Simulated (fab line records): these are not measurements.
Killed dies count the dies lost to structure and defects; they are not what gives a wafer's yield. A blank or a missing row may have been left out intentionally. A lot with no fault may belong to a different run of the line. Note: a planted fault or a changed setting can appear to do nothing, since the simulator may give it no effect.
Which tool is to blame?	flow gf180mcu	13 lots with 39 wafers sampled at 4 steps, on a route of 602 steps

WHAT THE GAUGES READ, wafer by wafer
GF_M4_RS_MEAS_05: a four-point-probe measurement. Usual: M4_ALCU_RS typically reads 0.0695 ohm/sq, with standard deviation 0.00068.
lot	measured	on	M4_ALCU_RS (ohm/sq)	flag
L888	day 23 05:59	film metro-02	0.0694 0.0704 0.0706	
L890	day 24 07:34	film metro-03	0.0693 0.0691 0.0692	
L891	day 24 10:10	film metro-02	0.0698 0.0696 0.0697	
L892	day 25 04:29	film metro-03	0.0694 0.0686 0.0691	
L897	day 26 17:40	film metro-01	0.0700 0.0700 0.0693	
L899	day 27 06:25	film metro-03	0.0711 0.0717 0.0714	
L902	day 27 18:28	film metro-02	0.0696 0.0696 0.0692	
L903	day 28 02:22	film metro-01	0.0702 0.0691 0.0691	
L904	day 28 12:49	film metro-01	0.0700 0.0700 0.0696	
L906	day 29 02:49	film metro-02	0.0695 0.0699 0.0698	
L907	day 29 07:40	film metro-03	0.0682 0.0686 0.0683	
L908	day 30 02:10	film metro-03	0.0692 0.0686 0.0697	
L909	day 30 02:52	film metro-03	0.0696 0.0700 0.0695	

WHAT TOOL EACH LOT RAN ON (gives the tool, then ch and the chambers of the sampled wafers, and finally the start)
lot	GF_V3_SPUTTER_22	GF_M4_SPUTTER_01	GF_M4_SPUTTER_02
L888	pvd sputter-01, day 23 05:07	pvd sputter-02, day 23 05:50	pvd sputter-02, day 23 05:52
L890	pvd sputter-01, day 24 06:42	pvd sputter-04, day 24 07:26	pvd sputter-04, day 24 07:28
L891	pvd sputter-01, day 24 09:18	pvd sputter-04, day 24 10:02	pvd sputter-04, day 24 10:04
L892	pvd sputter-01, day 25 03:38	pvd sputter-04, day 25 04:22	pvd sputter-04, day 25 04:24
L897	pvd sputter-02, day 26 16:49	pvd sputter-03, day 26 17:32	pvd sputter-03, day 26 17:34
L899	pvd sputter-03, day 27 05:34	pvd sputter-02, day 27 06:18	pvd sputter-02, day 27 06:20
L902	pvd sputter-02, day 27 17:30	pvd sputter-03, day 27 18:20	pvd sputter-03, day 27 18:22
L903	pvd sputter-03, day 28 01:31	pvd sputter-03, day 28 02:15	pvd sputter-03, day 28 02:17
L904	pvd sputter-01, day 28 11:44	pvd sputter-03, day 28 12:42	pvd sputter-03, day 28 12:44
L906	pvd sputter-02, day 29 01:58	pvd sputter-04, day 29 02:41	pvd sputter-04, day 29 02:43
L907	pvd sputter-01, day 29 06:49	pvd sputter-03, day 29 07:32	pvd sputter-03, day 29 07:34
L908	pvd sputter-02, day 30 01:19	pvd sputter-04, day 30 02:02	pvd sputter-04, day 30 02:04
L909	pvd sputter-03, day 30 02:01	pvd sputter-04, day 30 02:44	pvd sputter-04, day 30 02:46
- GF_V3_SPUTTER_22: material TiN, target thk 10 nm, time 40 s.
- GF_M4_SPUTTER_01: material TiN, target thk 30 nm, time 25 s.
- GF_M4_SPUTTER_02: material AlCu, target thk 450 nm, time 23.9 s.

WHAT THE TOOLS THEMSELVES READ (means of the sampled wafers that have a number; where no wafer has one, the mark that the record gives instead)
GF_V3_SPUTTER_22. Usual: cathode dc power W 4000.1 W, standard deviation 0.66; throttle valve pct 30.2 %, standard deviation 0.73.
lot	tool	cathode dc power W (W)	throttle valve pct (%)	flag
L888	pvd sputter-01	4000.7	30.4	
L890	pvd sputter-01	4000.4	30.6	
L891	pvd sputter-01	4000.0	30.5	
L892	pvd sputter-01	4000.4	30.2	
L897	pvd sputter-02	4000.2	30.6	
L899	pvd sputter-03	4000.3	29.9	
L902	pvd sputter-02	3999.6	30.5	
L903	pvd sputter-03	4000.3	29.9	
L904	pvd sputter-01	4000.2	30.3	
L906	pvd sputter-02	4000.4	30.4	
L907	pvd sputter-01	4000.1	30.6	
L908	pvd sputter-02	4000.0	30.4	
L909	pvd sputter-03	3999.4	29.8	

GF_M4_SPUTTER_01. Usual: cathode dc power W 6500.1 W, standard deviation 1.1; throttle valve pct 30.3 %, standard deviation 1.5.
lot	tool	cathode dc power W (W)	throttle valve pct (%)	flag
L888	pvd sputter-02	6499.8	30.7	
L890	pvd sputter-04	6499.7	31.4	
L891	pvd sputter-04	6136.2	30.7	OFF
L892	pvd sputter-04	6136.1	31.5	OFF
L897	pvd sputter-03	6501.2	29.7	
L899	pvd sputter-02	6499.6	29.8	
L902	pvd sputter-03	6500.0	30.4	
L903	pvd sputter-03	6499.2	29.9	
L904	pvd sputter-03	6499.8	30.1	
L906	pvd sputter-04	6500.3	30.9	
L907	pvd sputter-03	6499.7	30.5	
L908	pvd sputter-04	6500.8	31.5	
L909	pvd sputter-04	6499.8	29.9	

GF_M4_SPUTTER_02. Usual: cathode dc power W 10600 W, standard deviation 1.8; throttle valve pct 30.3 %, standard deviation 1.5.
lot	tool	cathode dc power W (W)	throttle valve pct (%)	flag
L888	pvd sputter-02	10600	30.5	
L890	pvd sputter-04	10599	31.4	
L891	pvd sputter-04	10601	30.5	
L892	pvd sputter-04	10599	31.3	
L897	pvd sputter-03	10600	29.7	
L899	pvd sputter-02	10601	29.6	
L902	pvd sputter-03	10601	30.5	
L903	pvd sputter-03	10599	29.7	
L904	pvd sputter-03	10601	30.1	
L906	pvd sputter-04	10598	30.7	
L907	pvd sputter-03	10601	30.5	
L908	pvd sputter-04	10602	31.3	
L909	pvd sputter-04	10601	29.9	

THE ANSWER, worked out from the rows above alone
Rule: a lot is off if the mean of its wafers that have a number lies more than 3 standard deviations from the usual mean. Also off: a lot with no number at a reading for which 4 or more lots have one. All remaining lots with rows at the step are treated as sound. The gauges are gone through in route order, then the tools' own readings, and for those a lot's mean is taken as printed above. At the first step where some lot is off, the reading lying furthest off is the one used; lots without a number count as furthest.
Off: L891, L892, at GF_M4_SPUTTER_01 (cathode dc power W).
A tool fits if, at that step or a process step before it, it ran every lot that is off, and no sound lot after the first of them. Of those tried, none fits.

WHAT THE SIMULATOR PUT IN
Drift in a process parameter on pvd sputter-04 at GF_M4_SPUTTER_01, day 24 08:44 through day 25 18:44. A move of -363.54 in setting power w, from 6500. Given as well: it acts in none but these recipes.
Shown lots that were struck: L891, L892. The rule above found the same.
